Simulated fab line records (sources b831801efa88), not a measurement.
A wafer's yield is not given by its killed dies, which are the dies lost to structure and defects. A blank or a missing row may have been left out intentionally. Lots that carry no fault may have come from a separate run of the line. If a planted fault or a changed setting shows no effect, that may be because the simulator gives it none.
Which tool did it? :: flow gf180mcu :: Sampling: 11 lots, 33 wafers, 4 of 602 route steps

== WHAT THE GAUGES READ, wafer by wafer ==
GF_M4_RS_MEAS_05: measures by four-point-probe.
lot: L176
measured: day 22 05:28
on: film_metro-02
M4_ALCU_RS (ohm/sq): 0.0700 0.0701 0.0704

lot: L177
measured: day 22 15:20
on: film_metro-02
M4_ALCU_RS (ohm/sq): 0.0696 0.0701 0.0693

lot: L182
measured: day 24 13:34
on: film_metro-02
M4_ALCU_RS (ohm/sq): 0.0696 0.0693 0.0701

lot: L185
measured: day 26 02:08
on: film_metro-01
M4_ALCU_RS (ohm/sq): 7.0895 7.0694 7.0874

lot: L186
measured: day 26 18:46
on: film_metro-04
M4_ALCU_RS (ohm/sq): 7.1476 7.1142 7.1728

lot: L187
measured: day 27 01:37
on: film_metro-01
M4_ALCU_RS (ohm/sq): 7.1359 7.2176 7.1915

lot: L189
measured: day 27 13:05
on: film_metro-02
M4_ALCU_RS (ohm/sq): 0.0693 0.0685 0.0684

lot: L191
measured: day 28 02:44
on: film_metro-01
M4_ALCU_RS (ohm/sq): 0.0697 0.0699 0.0700

lot: L193
measured: day 28 15:55
on: film_metro-02
M4_ALCU_RS (ohm/sq): 0.0692 0.0699 0.0695

lot: L192
measured: day 28 19:40
on: film_metro-01
M4_ALCU_RS (ohm/sq): 0.0698 0.0697 0.0697

lot: L198
measured: day 30 01:21
on: film_metro-01
M4_ALCU_RS (ohm/sq): 0.0701 0.0707 0.0713

== WHICH TOOL RAN EACH LOT (tool, then ch and the chambers of the sampled wafers, then the start) ==
lot: L176
GF_V3_STRIP_18: plasma_asher-01 ch 0,1, day 22 04:00
GF_M4_SPUTTER_00: pvd_sputter-02, day 22 05:13
GF_M4_SPUTTER_02: pvd_sputter-02, day 22 05:21

lot: L177
GF_V3_STRIP_18: plasma_asher-01 ch 0,1, day 22 13:53
GF_M4_SPUTTER_00: pvd_sputter-03, day 22 15:07
GF_M4_SPUTTER_02: pvd_sputter-03, day 22 15:15

lot: L182
GF_V3_STRIP_18: plasma_asher-02 ch 0,1, day 24 12:06
GF_M4_SPUTTER_00: pvd_sputter-01, day 24 13:20
GF_M4_SPUTTER_02: pvd_sputter-01, day 24 13:28

lot: L185
GF_V3_STRIP_18: plasma_asher-03 ch 0,1, day 26 00:41
GF_M4_SPUTTER_00: pvd_sputter-01, day 26 01:52
GF_M4_SPUTTER_02: pvd_sputter-01, day 26 02:00

lot: L186
GF_V3_STRIP_18: plasma_asher-01 ch 0,1, day 26 17:17
GF_M4_SPUTTER_00: pvd_sputter-01, day 26 18:29
GF_M4_SPUTTER_02: pvd_sputter-01, day 26 18:37

lot: L187
GF_V3_STRIP_18: plasma_asher-01 ch 0,1, day 27 00:08
GF_M4_SPUTTER_00: pvd_sputter-01, day 27 01:22
GF_M4_SPUTTER_02: pvd_sputter-01, day 27 01:30

lot: L189
GF_V3_STRIP_18: plasma_asher-03 ch 0,1, day 27 11:35
GF_M4_SPUTTER_00: pvd_sputter-03, day 27 12:49
GF_M4_SPUTTER_02: pvd_sputter-03, day 27 12:58

lot: L191
GF_V3_STRIP_18: plasma_asher-01 ch 0,1, day 28 01:15
GF_M4_SPUTTER_00: pvd_sputter-02, day 28 02:31
GF_M4_SPUTTER_02: pvd_sputter-02, day 28 02:38

lot: L193
GF_V3_STRIP_18: plasma_asher-02 ch 0,1, day 28 14:26
GF_M4_SPUTTER_00: pvd_sputter-01, day 28 15:41
GF_M4_SPUTTER_02: pvd_sputter-01, day 28 15:49

lot: L192
GF_V3_STRIP_18: plasma_asher-02 ch 1, day 28 18:11
GF_M4_SPUTTER_00: pvd_sputter-02, day 28 19:25
GF_M4_SPUTTER_02: pvd_sputter-02, day 28 19:33

lot: L198
GF_V3_STRIP_18: plasma_asher-01 ch 0,1, day 29 23:53
GF_M4_SPUTTER_00: pvd_sputter-03, day 30 01:08
GF_M4_SPUTTER_02: pvd_sputter-03, day 30 01:16
- GF_V3_STRIP_18: strips in O2/N2.
- GF_M4_SPUTTER_00: material Ti, target thk 37.5 nm, time 150 s.
- GF_M4_SPUTTER_02: material AlCu, target thk 450 nm, time 23.9 s.

== THE ANSWER, worked out from the rows above alone ==
Rule: usual is defined by the lots themselves. Put in order of their means at a reading, lots are off if they are a third of the lots or fewer, leave a main group of 4 or more, and stand apart from it by a gap of 3 or more times the standard deviation of the main group's means; of several such gaps the widest counts. The tables above print the reading to a certain number of digits; a main group whose means all agree to those digits is not used. Also off: a lot with no number at a reading for which 4 or more lots have one. Any other lot the step has rows for is counted as sound.
Off: at GF_M4_RS_MEAS_05 (M4_ALCU_RS), L185, L186, L187. Main group: mean 0.0698 ohm/sq, sd 0.00052.
If a tool, at a process step before that reading, ran all the lots that are off and no sound lot after the first of them, it fits. The gauges at GF_M4_RS_MEAS_05 are tried like those tools. Of those tried, none fits.

== WHAT THE SIMULATOR HAD PUT IN ==
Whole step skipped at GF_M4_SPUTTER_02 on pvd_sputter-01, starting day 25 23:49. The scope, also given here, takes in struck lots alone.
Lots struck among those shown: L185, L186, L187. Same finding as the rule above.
